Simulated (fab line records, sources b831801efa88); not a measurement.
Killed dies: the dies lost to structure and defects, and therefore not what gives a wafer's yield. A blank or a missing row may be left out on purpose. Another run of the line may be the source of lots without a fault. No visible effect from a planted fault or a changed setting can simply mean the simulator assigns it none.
A struck lot beside a sound one | flow sky130 | 15 steps out of a route of 708
Sound: the wafers L237.2, L237.4, L237.5. Wafers L251.2, L251.5, L251.6 were the ones struck. The cause is named last.
For every step that has rows: the tool of each side, followed by ch and its chambers, followed by its first start. Under that, the readings that differ: sound wafers | struck wafers | difference of the means | sigmas: that difference in standard deviations of wafers without a fault.
alike: a reading whose means differ by less than 2 such deviations, as well as words and numbers matching on both sides. not compared: withheld readings; readings where some wafer has no value; bounds like >300 that might hide an equal value; numbers whose values overlap and for which the record gives no deviation.
Wherever a step has rows on one side only, a row that says differs or no value, or a row with sigmas, the two part there. Numbers that don't overlap but have no deviation are shown without sigmas and don't part them. Lack of a reading on every wafer of one side parts them only where that side has two or more wafers.

SKY_VIA3_CD_MEAS_12: the cd target is 200 nm.
  sound on cdSem-02 at day 41 18:56; struck on cdSem-02 at day 45 05:23
  alike: cdNm
SKY_VIA3_OVL_MEAS_13:
  sound on overlay-01 at day 41 19:03; struck on overlay-01 at day 45 05:30
reading       | sound      | struck  | difference | sigmas
VIA3_OVL (nm) | -16 -7 -17 | -1 -3 7 | +14        | +2
SKY_VIA3_ETCH_14: etches BARC in N2/H2, stops on SiO2, time 45.9 s, target depth 60 nm.
  sound on rieDiel-01 ch 2,3, day 41 19:05; struck on rieDiel-02 ch 1,2, day 45 05:32
reading                  | sound       | struck      | difference | sigmas
drypumpMotorCurrentA (A) | 5.3 5.3 5.1 | 6.6 6.6 5.9 | +1.1       | +2
  alike: oesProductAu, throttleValvePct
  not compared: rfHoursCounterH
then, 1 step without rows for these wafers: SKY_VIA3_ETCH_15 (etches SiO2 in C4F8/O2/Ar, stops on TiN, target depth 507 nm, time 78 s).
SKY_VIA3_STRIP_16: strips in O2/N2.
  sound on plasmaAsher-02 ch 0,1, day 41 19:11; struck on plasmaAsher-01 ch 0,1, day 45 05:38
  alike: drypumpMotorCurrentA, oesProductAu, stripTimeToEndpointS
  not compared: rfHoursCounterH
then, 3 steps without rows for these wafers: SKY_VIA3_STRIP_17 (strips in post etch residue remover, time 1200 s); SKY_VIA3_CLEAN_18 (cleans in IPA, time 180 s); SKY_VIA3_CLEAN_19 (cleans in O3/DIW).
SKY_VIA3_SPUTTER_20: material TiN, target thk 20 nm, time 80 s.
  sound on pvdSputter-02 at day 41 19:49; struck on pvdSputter-01 at day 45 06:15
  alike: cathodeDcPowerW, throttleValvePct
SKY_VIA3_CVD_21: deposits W, target thk 390 nm, time 117.31 s.
  sound on cvdW-02 ch 0,1, day 41 19:53; struck on cvdW-01 ch 0,1, day 45 06:19
  alike: heaterPowerW
SKY_VIA3_RS_MEAS_22: measurement is done with a four-point probe.
  sound on filmMetro-03 at day 41 20:01; struck on filmMetro-01 at day 45 06:27
  alike: VIA3_W_RS
SKY_VIA3_THK_MEAS_23: measures by xrf.
  sound on filmMetro-03 at day 41 20:08; struck on filmMetro-01 at day 45 06:34
  alike: VIA3_W_THK
SKY_VIA3_CMP_24: polishes, stops on SiO2, t overpolish 20 s, target thk 0 nm.
  sound on cmp-02 ch 0,2,3, day 41 20:14; struck on cmp-01 ch 0,1, day 45 06:37
reading            | sound                | struck               | difference | sigmas
overpolishRunS (s) | 20.001 20.003 20.007 | 21.895 21.897 21.905 | +1.895     | +99 or more
tOverpolishS (s)   | 20 20 20             | 21.911 21.911 21.911 | +1.911     | 
  alike: motorCurrentA, timeToEndpointS
SKY_METAL4_SPUTTER_00: material Ti, target thk 15 nm, time 10 s.
  sound on pvdSputter-04 at day 41 20:29; struck on pvdSputter-02 at day 45 06:55
  alike: cathodeDcPowerW, throttleValvePct
-- the record jumps here: 5 days lie between the struck wafers' starts before and after (it left off in module METAL4 and takes up again in module PAD_OPEN, whose first step shown is number 708 of the route) --
SKY_PAD_OPEN_PROBE_99:
  sound on prober-02 at day 47 15:15; struck on prober-02 at day 50 08:56
  alike: defectLimitedYield, killed_at_M0_to_M3, killed_at_M4_up, killedAtContacts, killedAtFrontEnd, killedAtOther, killedDies, killedOpen, killedShort, sort_bin_3_pad_short, sort_bin_5_function, sort_bin_6_memory, sortNPass, sortYieldPct

## WHERE THEY PART
Last at SKY_VIA3_CMP_24 as far as this record goes, first at SKY_VIA3_OVL_MEAS_13. Later steps at which nothing parts them and some readings are alike: SKY_METAL4_SPUTTER_00, SKY_PAD_OPEN_PROBE_99.

WHY: what had been put in by the simulator
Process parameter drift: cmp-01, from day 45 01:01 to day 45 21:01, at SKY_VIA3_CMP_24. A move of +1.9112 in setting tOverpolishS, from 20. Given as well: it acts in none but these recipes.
